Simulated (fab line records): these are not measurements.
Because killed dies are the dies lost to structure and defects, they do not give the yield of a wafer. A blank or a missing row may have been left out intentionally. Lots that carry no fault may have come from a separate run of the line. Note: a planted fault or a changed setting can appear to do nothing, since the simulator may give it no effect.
Comparing a struck lot with a sound one / flow gf180mcu / 19 steps out of a route of 602
Sound: the wafers L825.2, L825.4, L825.6. Wafers struck: L839.2, L839.5, L839.6. Last of all comes the cause.
Each step with rows lists, per side, the tool, then ch with its chambers, then its first start. Under that, the readings that differ: sound wafers / struck wafers / difference of the means / sigmas: that difference in standard deviations of wafers without a fault.
alike: same words and numbers on both sides, and readings whose means sit less than 2 such deviations apart. not compared: any withheld reading, any reading some wafer has no value for, any bound like >300 that may hide the same value, and any number with overlapping values for which the record gives no deviation.
Wherever a step has rows on one side only, a row that says differs or no value, or a row with sigmas, the two part there. When numbers do not overlap yet have no deviation, they are printed without sigmas and do not part them. Lack of a reading on every wafer of one side parts them only where that side has two or more wafers.

first, 3 steps without rows for these wafers: GF_HV_LDD_EXPOSE_04 (exposes mask Nplus LV AREA, target cd 400 nm); GF_HV_LDD_PEB_05; GF_HV_LDD_DEVELOP_06 (develop time 60 s).
GF_HV_LDD_CD_MEAS_07: the cd target is 400 nm.
  struck on cd sem-02, day 16 15:44; sound on cd sem-01, day 12 05:35
  alike: cd nm
GF_HV_LDD_OVL_MEAS_08:
  struck on overlay-01, day 16 15:50; sound on overlay-02, day 12 05:41
  alike: HV_LDD_OVL
then, 1 step without rows for these wafers: GF_HV_LDD_IMPLANT_09.
GF_HV_LDD_STRIP_10: strips in O2/N2.
  sound on plasma asher-03 ch 0,1, day 12 05:52; struck on plasma asher-03 ch 0,1, day 16 16:01
  alike: drypump motor current A, heater power w, o2 flow sccm, oes product au, strip time to endpoint s
  not compared: rf hours counter h
GF_HV_LDD_TW_MEAS_11:
  struck on film metro-02, day 16 16:08; sound on film metro-02, day 12 05:59
  alike: HV_LDD_TW
then, 4 steps without rows for these wafers: GF_HV_LDD_DEHYDRATE_12 (time 60 s); GF_HV_LDD_HMDS_13 (prime time 60 s); GF_HV_LDD_COAT_14 (resist thk 1000 nm); GF_HV_LDD_SOFTBAKE_15 (time 60 s).
GF_HV_LDD_EXPOSE_16: exposes mask Pplus LV AREA, target cd 400 nm.
  sound on iline stepper-02 ch 0, day 12 16:43; struck on iline stepper-01 ch 0, day 17 04:10
reading=model.HV_LDD.overlay x nm (nm); sound=0.06419 0.06419 0.06419; struck=40.67 40.67 40.67; difference=+40.61; sigmas=
  alike: mask, exposure dose mJ cm2
then, 2 steps without rows for these wafers: GF_HV_LDD_PEB_17; GF_HV_LDD_DEVELOP_18 (develop time 60 s).
GF_HV_LDD_CD_MEAS_19: the cd target is 400 nm.
  struck on cd sem-02, day 17 15:47; sound on cd sem-01, day 13 02:26
  alike: cd nm
GF_HV_LDD_OVL_MEAS_20:
  struck on overlay-01, day 17 15:53; sound on overlay-01, day 13 02:33
reading=HV_LDD_01_OVL (nm); sound=-1.7 -1.8 -1.2; struck=42.2 41.7 42.7; difference=+43.8; sigmas=+31
then, 2 steps without rows for these wafers: GF_HV_LDD_IMPLANT_21; GF_PASSIVATION_PROBE_99.

== WHERE THEY PART ==
At GF_HV_LDD_OVL_MEAS_20 and nowhere else, as far as this record goes.

WHY: the cause the simulator had injected
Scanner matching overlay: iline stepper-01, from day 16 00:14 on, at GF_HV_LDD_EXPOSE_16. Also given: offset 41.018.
